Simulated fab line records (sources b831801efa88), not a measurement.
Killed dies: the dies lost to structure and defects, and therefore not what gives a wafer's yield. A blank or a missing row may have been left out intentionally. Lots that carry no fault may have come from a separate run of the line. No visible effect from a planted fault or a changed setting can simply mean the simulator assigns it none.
2 desks, one fault + flow gf180mcu + each desk holds nothing but its own numbers, with what lay behind them at the end

AT THE TOOL OWNER'S DESK: plasma_asher-02
The tool's own readings at GF_PSD_STRIP_10 (strips in O2/N2): means of the sampled wafers that have a number, for each lot that ran on this tool. Marked OUT: a lot whose mean sits more than 4 standard deviations from the usual mean, which makes it out of limits; the brackets give that distance.
Columns: A = drypump_motor_current_A at GF_PSD_STRIP_10, usual 5.9 A; B = heater_power_w at GF_PSD_STRIP_10, usual 329 W; C = oes_product_au at GF_PSD_STRIP_10, usual 0.591 a.u.; D = platen_temp_c at GF_PSD_STRIP_10, usual 250.02 C; E = strip_time_to_endpoint_s at GF_PSD_STRIP_10, usual 16.53 s
| lot  | first seen here | A   | B   | C     | D      | E     |
|------|-----------------|-----|-----|-------|--------|-------|
| L951 | day 14 21:38    | 5.5 | 294 | 0.588 | 250.06 | 16.53 |
| L956 | day 16 12:11    | 5.5 | 292 | 0.590 | 250.01 | 16.51 |
| L960 | day 18 01:10    | 5.5 | 297 | 0.589 | 249.86 | 16.52 |
| L961 | day 18 06:55    | 5.5 | 296 | 0.590 | 249.95 | 16.49 |
| L968 | day 21 02:32    | 5.5 | 295 | 0.592 | 249.97 | 16.52 |
This desk found nothing out of limits on any of the 5 lots.

FROM THE METROLOGY DESK
What the gauges read for every lot (on any tool): the sampled wafers with a number, averaged. Marked OUT: a lot whose mean sits more than 4 standard deviations from the usual mean, which makes it out of limits; the brackets give that distance.
Columns: A = PASSIVATION_CVD_00_THK at GF_PASSIVATION_THK_MEAS_01, usual 996 nm
| lot  | first seen here | A    |
|------|-----------------|------|
| L950 | day 28 09:26    | 980  |
| L951 | day 28 22:53    | 1008 |
| L952 | day 29 04:38    | 1008 |
| L956 | day 30 07:29    | 1000 |
| L960 | day 31 15:29    | 1012 |
| L961 | day 31 17:41    | 1004 |
| L968 | day 33 17:44    | 993  |
| L969 | day 33 18:22    | 1006 |
| L970 | day 34 00:50    | 997  |
| L971 | day 34 08:03    | 992  |
| L972 | day 34 10:31    | 1014 |
| L973 | day 34 13:56    | 986  |
This desk found nothing out of limits on any of the 12 lots.

TAKEN TOGETHER
The tool owner's desk saw nothing out of limits.
The metrology desk saw nothing out of limits.

WHAT THE SIMULATOR HAD INSERTED
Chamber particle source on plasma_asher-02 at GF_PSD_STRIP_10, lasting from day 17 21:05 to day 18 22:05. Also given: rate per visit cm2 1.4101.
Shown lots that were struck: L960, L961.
